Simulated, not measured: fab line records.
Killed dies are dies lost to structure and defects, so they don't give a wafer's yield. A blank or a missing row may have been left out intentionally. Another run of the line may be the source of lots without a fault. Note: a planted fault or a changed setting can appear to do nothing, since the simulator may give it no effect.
The tool behind it: which one? | flow gf180mcu | 24 lots with 72 wafers sampled at 5 steps, on a route of 602 steps

== WHAT THE GAUGES SHOWED, per wafer ==
GF_PSD_TW_MEAS_11. Usual: PSD_TW gives 3153 (standard deviation 42).
lot  | measured     | on            | PSD_TW         | flag
L074 | day 14 08:34 | film metro-01 | 3227 3232 3232 |
L075 | day 14 12:15 | film metro-01 | 3217 3190 3197 |
L076 | day 15 03:11 | film metro-01 | 3201 3181 3201 |
L077 | day 15 10:58 | film metro-01 | 3200 3201 3197 |
L079 | day 15 22:16 | film metro-02 | 3190 3182 3168 |
L078 | day 16 01:50 | film metro-03 | 3121 3118 3116 |
L080 | day 16 07:38 | film metro-03 | 3136 3117 3120 |
L081 | day 16 16:38 | film metro-03 | 3122 3116 3118 |
L082 | day 17 04:37 | film metro-03 | 3106 3119 3111 |
L083 | day 17 10:54 | film metro-03 | 3115 3111 3103 |
L084 | day 17 17:52 | film metro-03 | 3120 3100 3119 |
L085 | day 18 02:25 | film metro-03 | 3118 3112 3131 |
L086 | day 18 10:42 | film metro-03 | 3104 3116 3106 |
L087 | day 18 17:10 | film metro-02 | 3143 3164 3153 |
L088 | day 19 02:31 | film metro-01 | 3207 3220 3207 |
L089 | day 19 07:11 | film metro-03 | 3108 3097 3104 |
L090 | day 19 19:22 | film metro-03 | 3107 3103 3098 |
L091 | day 20 05:58 | film metro-03 | 3163 3139 3142 |
L092 | day 20 10:36 | film metro-03 | 3133 3132 3136 |
L093 | day 20 17:49 | film metro-02 | 3160 3171 3167 |
L094 | day 21 04:13 | film metro-03 | 3126 3136 3143 |
L095 | day 21 13:43 | film metro-01 | 3217 3191 3188 |
L096 | day 21 19:40 | film metro-01 | 3191 3190 3183 |
L097 | day 22 09:12 | film metro-01 | 3200 3200 3215 |

GF_V5_OVL_MEAS_15. Usual: V5_OVL gives 1 nm (standard deviation 5.5).
lot  | measured     | on         | V5_OVL (nm) | flag
L074 | day 27 07:19 | overlay-01 | 4 9 6       |
L075 | day 27 13:01 | overlay-02 | 0 9 0       |
L076 | day 28 02:56 | overlay-02 | 0 7 4       |
L077 | day 28 08:55 | overlay-01 | 2 8 2       |
L079 | day 28 17:42 | overlay-02 | 1 -1 0      |
L078 | day 28 21:48 | overlay-01 | 3 0 9       |
L080 | day 29 04:14 | overlay-02 | -3 -1 -5    |
L081 | day 29 11:51 | overlay-01 | 1 10 8      |
L082 | day 29 21:42 | overlay-02 | -6 -10 -9   |
L083 | day 30 03:56 | overlay-01 | 3 2 6       |
L084 | day 30 08:41 | overlay-02 | -10 -8 -12  |
L085 | day 30 15:13 | overlay-01 | 5 0 6       |
L086 | day 30 21:56 | overlay-02 | 1 -1 0      |
L087 | day 31 02:41 | overlay-01 | -9 -2 -5    |
L088 | day 31 07:04 | overlay-01 | 1 3 -6      |
L089 | day 31 11:59 | overlay-02 | -12 -5 -4   |
L090 | day 31 22:32 | overlay-01 | 1 7 10      |
L091 | day 32 02:07 | overlay-01 | -6 2 1      |
L092 | day 32 10:01 | overlay-01 | 6 -1 2      |
L093 | day 32 14:36 | overlay-01 | 10 11 5     |
L094 | day 32 17:57 | overlay-01 | -4 -5 2     |
L095 | day 33 02:47 | overlay-02 | 6 2 2       |
L096 | day 33 08:58 | overlay-01 | -6 5 -7     |
L097 | day 33 14:56 | overlay-02 | 12 5 1      |

== WHAT TOOL EACH LOT RAN ON (gives the tool, then ch and the chambers of the sampled wafers, and finally the start) ==
lot  | GF_HV_LDD_STRIP_49                   | GF_SALICIDE_SPUTTER_03       | GF_MIM_SPUTTER_03
L074 | plasma asher-02 ch 0, day 12 12:14   | pvd sputter-03, day 15 05:51 | pvd sputter-01, day 24 14:44
L075 | plasma asher-01 ch 0,1, day 12 15:52 | pvd sputter-02, day 15 10:38 | pvd sputter-01, day 24 19:16
L076 | plasma asher-02 ch 0,1, day 13 05:06 | pvd sputter-02, day 16 01:58 | pvd sputter-03, day 25 13:00
L077 | plasma asher-02 ch 0, day 13 12:34   | pvd sputter-03, day 16 09:25 | pvd sputter-03, day 25 18:09
L079 | plasma asher-03 ch 0,1, day 13 23:41 | pvd sputter-01, day 16 20:52 | pvd sputter-03, day 26 04:44
L078 | plasma asher-03 ch 0,1, day 14 00:04 | pvd sputter-03, day 17 00:51 | pvd sputter-04, day 26 09:03
L080 | plasma asher-01 ch 0, day 14 09:22   | pvd sputter-01, day 17 06:58 | pvd sputter-01, day 26 15:15
L081 | plasma asher-01 ch 0,1, day 14 18:37 | pvd sputter-01, day 17 15:58 | pvd sputter-04, day 26 22:30
L082 | plasma asher-03 ch 0,1, day 15 05:34 | pvd sputter-02, day 18 04:19 | pvd sputter-01, day 27 09:32
L083 | plasma asher-02 ch 0,1, day 15 10:16 | pvd sputter-02, day 18 11:07 | pvd sputter-03, day 27 15:30
L084 | plasma asher-01 ch 0,1, day 15 17:46 | pvd sputter-02, day 18 18:32 | pvd sputter-03, day 27 21:53
L085 | plasma asher-03 ch 0,1, day 16 01:25 | pvd sputter-01, day 19 03:29 | pvd sputter-01, day 28 04:33
L086 | plasma asher-02 ch 0,1, day 16 09:07 | pvd sputter-02, day 19 11:26 | pvd sputter-04, day 28 11:50
L087 | plasma asher-02 ch 0,1, day 16 15:55 | pvd sputter-01, day 19 18:43 | pvd sputter-01, day 28 17:35
L088 | plasma asher-01 ch 0,1, day 17 00:01 | pvd sputter-03, day 20 03:14 | pvd sputter-04, day 28 22:17
L089 | plasma asher-02 ch 0,1, day 17 04:15 | pvd sputter-03, day 20 08:53 | pvd sputter-01, day 29 04:14
L090 | plasma asher-03 ch 0,1, day 17 15:28 | pvd sputter-01, day 20 20:23 | pvd sputter-04, day 29 14:00
L091 | plasma asher-01 ch 0,1, day 18 01:14 | pvd sputter-01, day 21 07:48 | pvd sputter-04, day 29 20:17
L092 | plasma asher-01 ch 0,1, day 18 05:52 | pvd sputter-02, day 21 12:19 | pvd sputter-04, day 30 03:20
L093 | plasma asher-03 ch 0,1, day 18 13:13 | pvd sputter-01, day 21 18:18 | pvd sputter-01, day 30 08:36
L094 | plasma asher-02 ch 0,1, day 18 23:31 | pvd sputter-01, day 22 05:11 | pvd sputter-03, day 30 13:26
L095 | plasma asher-02 ch 0,1, day 19 09:58 | pvd sputter-03, day 22 13:45 | pvd sputter-01, day 30 22:51
L096 | plasma asher-02 ch 0,1, day 19 15:37 | pvd sputter-03, day 22 20:02 | pvd sputter-04, day 31 03:15
L097 | plasma asher-02 ch 0,1, day 20 04:52 | pvd sputter-01, day 23 09:12 | pvd sputter-04, day 31 11:33
- GF_HV_LDD_STRIP_49: strips in O2/N2.
- GF_SALICIDE_SPUTTER_03: material TiN, target thk 20 nm, time 16.7 s.
- GF_MIM_SPUTTER_03: material Ti, target thk 10 nm, time 6.7 s.

== WHAT THE TOOLS THEMSELVES READ (means of the sampled wafers that have a number; where no wafer has one, the mark that the record gives instead) ==
GF_HV_LDD_STRIP_49. Usual: drypump motor current A 5.5 A, standard deviation 0.42; heater power w 320 W, standard deviation 35; o2 flow sccm 2999 sccm, standard deviation 9; oes product au 0.716 a.u., standard deviation 0.0042; strip time to endpoint s 12.63 s, standard deviation 0.04.
lot  | tool            | drypump motor current A (A) | heater power w (W) | o2 flow sccm (sccm) | oes product au (a.u.) | strip time to endpoint s (s) | flag
L074 | plasma asher-02 | 5.6                         | 346                | 3007                | 0.716                 | 12.62                        |
L075 | plasma asher-01 | 6.0                         | 321                | 3014                | 0.711                 | 12.65                        |
L076 | plasma asher-02 | 5.1                         | 314                | 2988                | 0.717                 | 12.61                        |
L077 | plasma asher-02 | 5.6                         | 345                | 2986                | 0.719                 | 12.60                        |
L079 | plasma asher-03 | 5.6                         | 292                | 2998                | 0.718                 | 12.65                        |
L078 | plasma asher-03 | 5.6                         | 296                | 3005                | 0.720                 | 12.60                        |
L080 | plasma asher-01 | 5.7                         | 385                | 2995                | 0.716                 | 12.67                        |
L081 | plasma asher-01 | 5.9                         | 350                | 3002                | 0.720                 | 12.65                        |
L082 | plasma asher-03 | 5.6                         | 292                | 3005                | 0.713                 | 12.61                        |
L083 | plasma asher-02 | 5.4                         | 329                | 3001                | 0.718                 | 12.60                        |
L084 | plasma asher-01 | 6.1                         | 323                | 2991                | 0.714                 | 12.61                        |
L085 | plasma asher-03 | 5.6                         | 293                | 3003                | 0.717                 | 12.60                        |
L086 | plasma asher-02 | 5.2                         | 318                | 2992                | 0.713                 | 12.66                        |
L087 | plasma asher-02 | 5.1                         | 314                | 3004                | 0.716                 | 12.56                        |
L088 | plasma asher-01 | 5.9                         | 358                | 3000                | 0.715                 | 12.68                        |
L089 | plasma asher-02 | 5.4                         | 329                | 2997                | 0.722                 | 12.64                        |
L090 | plasma asher-03 | 5.6                         | 292                | 2995                | 0.719                 | 12.65                        |
L091 | plasma asher-01 | 5.9                         | 354                | 3001                | 0.716                 | 12.65                        |
L092 | plasma asher-01 | 5.9                         | 350                | 3008                | 0.716                 | 12.61                        |
L093 | plasma asher-03 | 5.4                         | 298                | 3000                | 0.716                 | 12.68                        |
L094 | plasma asher-02 | 5.2                         | 315                | 3004                | 0.716                 | 12.72                        |
L095 | plasma asher-02 | 5.4                         | 327                | 3004                | 0.717                 | 12.64                        |
L096 | plasma asher-02 | 5.2                         | 314                | 2993                | 0.720                 | 12.61                        |
L097 | plasma asher-02 | 5.4                         | 327                | 2995                | 0.719                 | 12.56                        |

GF_SALICIDE_SPUTTER_03. Usual: chamber pressure pa 0.4000 Pa, standard deviation 0.00081; throttle valve pct 30.3 %, standard deviation 0.8.
lot  | tool           | chamber pressure pa (Pa) | throttle valve pct (%) | flag
L074 | pvd sputter-03 | 0.4003                   | 30.6                   |
L075 | pvd sputter-02 | 0.3998                   | 29.4                   |
L076 | pvd sputter-02 | 0.3993                   | 29.8                   |
L077 | pvd sputter-03 | 0.4013                   | 30.3                   |
L079 | pvd sputter-01 | 0.3995                   | 30.8                   |
L078 | pvd sputter-03 | 0.3998                   | 30.3                   |
L080 | pvd sputter-01 | 0.3999                   | 30.1                   |
L081 | pvd sputter-01 | 0.3999                   | 30.3                   |
L082 | pvd sputter-02 | 0.4002                   | 29.8                   |
L083 | pvd sputter-02 | 0.4000                   | 29.9                   |
L084 | pvd sputter-02 | 0.3992                   | 30.1                   |
L085 | pvd sputter-01 | 0.4000                   | 29.7                   |
L086 | pvd sputter-02 | 0.4002                   | 29.8                   |
L087 | pvd sputter-01 | 0.4002                   | 30.0                   |
L088 | pvd sputter-03 | 0.4005                   | 30.0                   |
L089 | pvd sputter-03 | 0.3988                   | 30.7                   |
L090 | pvd sputter-01 | 0.4000                   | 30.5                   |
L091 | pvd sputter-01 | 0.4006                   | 30.6                   |
L092 | pvd sputter-02 | 0.4007                   | 30.5                   |
L093 | pvd sputter-01 | 0.3996                   | 31.1                   |
L094 | pvd sputter-01 | 0.3999                   | 30.4                   |
L095 | pvd sputter-03 | 0.4001                   | 30.3                   |
L096 | pvd sputter-03 | 0.3991                   | 30.7                   |
L097 | pvd sputter-01 | 0.4002                   | 30.2                   |

GF_MIM_SPUTTER_03. Usual: chamber pressure pa 0.3000 Pa, standard deviation 0.00061; throttle valve pct 30.4 %, standard deviation 1.2.
lot  | tool           | chamber pressure pa (Pa) | throttle valve pct (%) | flag
L074 | pvd sputter-01 | 0.2990                   | 31.1                   |
L075 | pvd sputter-01 | 0.3000                   | 30.4                   |
L076 | pvd sputter-03 | 0.3000                   | 31.0                   |
L077 | pvd sputter-03 | 0.3006                   | 30.6                   |
L079 | pvd sputter-03 | 0.2996                   | 30.8                   |
L078 | pvd sputter-04 | 0.2997                   | 31.2                   |
L080 | pvd sputter-01 | 0.2997                   | 30.3                   |
L081 | pvd sputter-04 | 0.3000                   | 30.4                   |
L082 | pvd sputter-01 | 0.3006                   | 31.3                   |
L083 | pvd sputter-03 | 0.3002                   | 30.6                   |
L084 | pvd sputter-03 | 0.2994                   | 30.2                   |
L085 | pvd sputter-01 | 0.2995                   | 30.5                   |
L086 | pvd sputter-04 | 0.2997                   | 30.8                   |
L087 | pvd sputter-01 | 0.3002                   | 30.4                   |
L088 | pvd sputter-04 | 0.2998                   | 29.8                   |
L089 | pvd sputter-01 | 0.2998                   | 30.1                   |
L090 | pvd sputter-04 | 0.3000                   | 29.7                   |
L091 | pvd sputter-04 | 0.2996                   | 29.3                   |
L092 | pvd sputter-04 | 0.3005                   | 31.3                   |
L093 | pvd sputter-01 | 0.2999                   | 30.8                   |
L094 | pvd sputter-03 | 0.2999                   | 31.0                   |
L095 | pvd sputter-01 | 0.3006                   | 30.4                   |
L096 | pvd sputter-04 | 0.2999                   | 30.7                   |
L097 | pvd sputter-04 | 0.2998                   | 29.8                   |

== THE ANSWER, worked out from the rows above alone ==
Rule: take the mean of a lot's wafers that have a number; if it is more than 3 standard deviations from the usual mean, the lot is off. A lot without any number at a reading at which 4 lots or more have one is off too. All remaining lots with rows at the step are treated as sound. The gauges are gone through in route order, then the tools' own readings, and for those a lot's mean is taken as printed above. At the first step where some lot is off, the reading lying furthest off is the one used; lots without a number count as furthest.
No lot is off on any of the readings shown, so nothing can be concluded from this.

== WHAT HAD BEEN PUT IN BY THE SIMULATOR ==
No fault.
